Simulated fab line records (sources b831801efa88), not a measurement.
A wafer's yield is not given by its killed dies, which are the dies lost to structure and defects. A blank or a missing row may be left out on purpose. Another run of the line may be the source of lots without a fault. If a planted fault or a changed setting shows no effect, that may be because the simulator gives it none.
Comparing a struck lot with a sound one + flow sky130 + 43 out of 708 route steps
Sound: these wafers, L488.1, L488.2, L488.5. Wafers L499.2, L499.4, L499.6 were the ones struck. The cause is named last.
Order at every step that has rows: each side's tool, ch and its chambers, its first start. Under that, the readings that differ: sound wafers + struck wafers + difference of the means + sigmas: that difference in standard deviations of wafers without a fault.
alike: same words and numbers on both sides, and readings whose means sit less than 2 such deviations apart. not compared: any withheld reading, any reading some wafer has no value for, any bound like >300 that may hide the same value, and any number with overlapping values for which the record gives no deviation.
Wherever a step has rows on one side only, a row that says differs or no value, or a row with sigmas, the two part there. Numbers that don't overlap but have no deviation are shown without sigmas and don't part them. Lack of a reading on every wafer of one side parts them only where that side has two or more wafers.

first, 2 steps without rows for these wafers: SKY_VIA2_SPUTTER_20 (material TiN, target thk 20 nm, time 80 s); SKY_VIA2_CVD_21 (deposits W, target thk 420 nm, time 126.4 s).
SKY_VIA2_RS_MEAS_22: measures by four-point-probe.
  sound on film_metro-02 at day 36 16:36; struck on film_metro-03 at day 40 11:45
  alike: VIA2_W_RS
SKY_VIA2_THK_MEAS_23: measures by xrf.
  sound on film_metro-02 at day 36 16:43; struck on film_metro-03 at day 40 11:52
  alike: VIA2_W_THK
SKY_VIA2_CMP_24: polishes, stops on SiO2, t overpolish 20 s, target thk 0 nm.
  sound on cmp-01 ch 2,3, day 36 16:47; struck on cmp-01 ch 0,1,2, day 40 11:55
  alike: motor_current_A, overpolish_run_s, time_to_endpoint_s
then, 4 steps without rows for these wafers: SKY_METAL3_SPUTTER_00 (material Ti, target thk 15 nm, time 10 s); SKY_METAL3_SPUTTER_01 (material TiN, target thk 20 nm, time 16.7 s); SKY_METAL3_SPUTTER_02 (material AlCu, target thk 735 nm, time 39.1 s); SKY_METAL3_SPUTTER_03 (material Ti, target thk 5 nm, time 3.3 s).
SKY_METAL3_SPUTTER_04: material TiN, target thk 70 nm, time 58.3 s.
  sound on pvd_sputter-01 at day 36 17:11; struck on pvd_sputter-02 at day 40 12:19
  alike: throttle_valve_pct
SKY_CAPM_CVD_00: deposits SiO2, target thk 15.5 nm.
  sound on pecvd-04 ch 0,1,2, day 36 17:14; struck on pecvd-04 ch 0,1,2, day 40 12:22
  alike: heater_power_w, susceptor_temp_C
SKY_CAPM_THK_MEAS_01:
  sound on film_metro-02 at day 36 17:16; struck on film_metro-01 at day 40 12:24
  alike: CAPM_CVD_00_THK
SKY_CAPM_SPUTTER_02: material TiN, target thk 200 nm, time 166.7 s.
  sound on pvd_sputter-04 at day 36 17:19; struck on pvd_sputter-01 at day 40 12:27
  alike: susceptor_temp_C, throttle_valve_pct
SKY_CAPM_RS_MEAS_03: measures by four-point-probe.
  sound on film_metro-01 at day 36 17:26; struck on film_metro-02 at day 40 12:35
  alike: CAPM_TIN_RS
SKY_CAPM_THK_MEAS_04: measures by xrf.
  sound on film_metro-01 at day 36 17:33; struck on film_metro-02 at day 40 12:41
  alike: CAPM_TIN_THK
then, 7 steps without rows for these wafers: SKY_CAPM_DEHYDRATE_05 (time 60 s); SKY_CAPM_HMDS_06 (prime time 60 s); SKY_CAPM_COAT_07 (resist thk 1140 nm); SKY_CAPM_SOFTBAKE_08 (time 60 s); SKY_CAPM_EXPOSE_09 (exposes mask CAPM, target cd 1000 nm); SKY_CAPM_PEB_10; SKY_CAPM_DEVELOP_11 (develop time 60 s).
SKY_CAPM_OVL_MEAS_12:
  sound on overlay-02 at day 37 20:04; struck on overlay-01 at day 41 11:34
  alike: CAPM_OVL
then, 13 steps without rows for these wafers: SKY_CAPM_METAL_ETCH_13 (etches TiN in Cl2/BCl3, stops on SiO2, target depth 220 nm, time 62.9 s); SKY_CAPM_STRIP_14 (strips in O2/N2); SKY_CAPM_STRIP_15 (strips in post etch residue remover, time 1200 s); SKY_CAPM_CLEAN_16 (cleans in IPA, time 180 s); SKY_CAPM_CLEAN_17 (cleans in O3/DIW); SKY_METAL3_DEHYDRATE_05 (time 60 s); SKY_METAL3_HMDS_06 (prime time 60 s); SKY_METAL3_COAT_07 (resist thk 60 nm); SKY_METAL3_COAT_08 (resist thk 1140 nm); SKY_METAL3_SOFTBAKE_09 (time 90 s); SKY_METAL3_EXPOSE_10 (exposes mask MM3, target cd 300 nm); SKY_METAL3_PEB_11; SKY_METAL3_DEVELOP_12 (develop time 60 s).
SKY_METAL3_CD_MEAS_13: target cd 300 nm.
  sound on cd_sem-02 at day 38 22:46; struck on cd_sem-01 at day 42 12:21
  alike: cd_nm
SKY_METAL3_OVL_MEAS_14:
  sound on overlay-01 at day 38 22:53; struck on overlay-02 at day 42 12:27
  alike: METAL3_OVL
SKY_METAL3_DESCUM_15: chemistry O2, time 8 s.
  sound on rie_metal-02 ch 0,1, day 38 22:55; struck on rie_metal-01 ch 0,1, day 42 12:29
  alike: drypump_motor_current_A, oes_product_au
  not compared: rf_hours_counter_h
then, 1 step without rows for these wafers: SKY_METAL3_ETCH_16 (etches BARC in N2/H2, stops on SiO2, time 88.2 s, target depth 60 nm).
SKY_METAL3_ETCH_17: etches SiO2 in C4F8/O2/Ar, stops on TiN, time 3.9 s, target depth 15 nm.
  sound on rie_diel-03 ch 1,2,3, day 38 23:02; struck on rie_diel-03 ch 0,1,2, day 42 12:37
  alike: oes_product_au
  not compared: rf_hours_counter_h
then, 1 step without rows for these wafers: SKY_METAL3_METAL_ETCH_18 (etches the open film in Cl2/BCl3, stops on SiO2, target depth 845 nm, time 183.1 s).
-- the record jumps here: 7 days lie between the struck wafers' starts before and after (it left off in module METAL3 and takes up again in module PAD_OPEN, whose first step shown is number 708 of the route) --
SKY_PAD_OPEN_PROBE_99:
  sound on prober-01 at day 46 02:16; struck on prober-01 at day 49 01:53
| reading                               | sound            | struck            | difference | sigmas |
|---------------------------------------|------------------|-------------------|------------|--------|
| killed_at_other                       | 0 0 1            | 46 41 58          | +48        | +89    |
| killed_dies                           | 92 88 74         | 114 116 134       | +37        | +4     |
| model.etest.tester.sort_n_pass        | 400 404 418      | 378 376 358       | -37        |        |
| model.etest.tester.sort_yield_pct (%) | 81.3 82.11 84.96 | 76.83 76.42 72.76 | -7.45      |        |
| model.etest.tester.sort_bin_5_pct (%) | 11.99 9.35 8.13  | 16.06 14.43 17.89 | +6.30      |        |
  alike: killed_at_M0_to_M3, killed_at_M4_up, killed_at_contacts, killed_at_front_end, killed_open, killed_short
  not compared: model.etest.tester.sort_bin_3_pct

## WHERE THEY PART
Only at SKY_PAD_OPEN_PROBE_99, within this record.

WHY: what the simulator had put in
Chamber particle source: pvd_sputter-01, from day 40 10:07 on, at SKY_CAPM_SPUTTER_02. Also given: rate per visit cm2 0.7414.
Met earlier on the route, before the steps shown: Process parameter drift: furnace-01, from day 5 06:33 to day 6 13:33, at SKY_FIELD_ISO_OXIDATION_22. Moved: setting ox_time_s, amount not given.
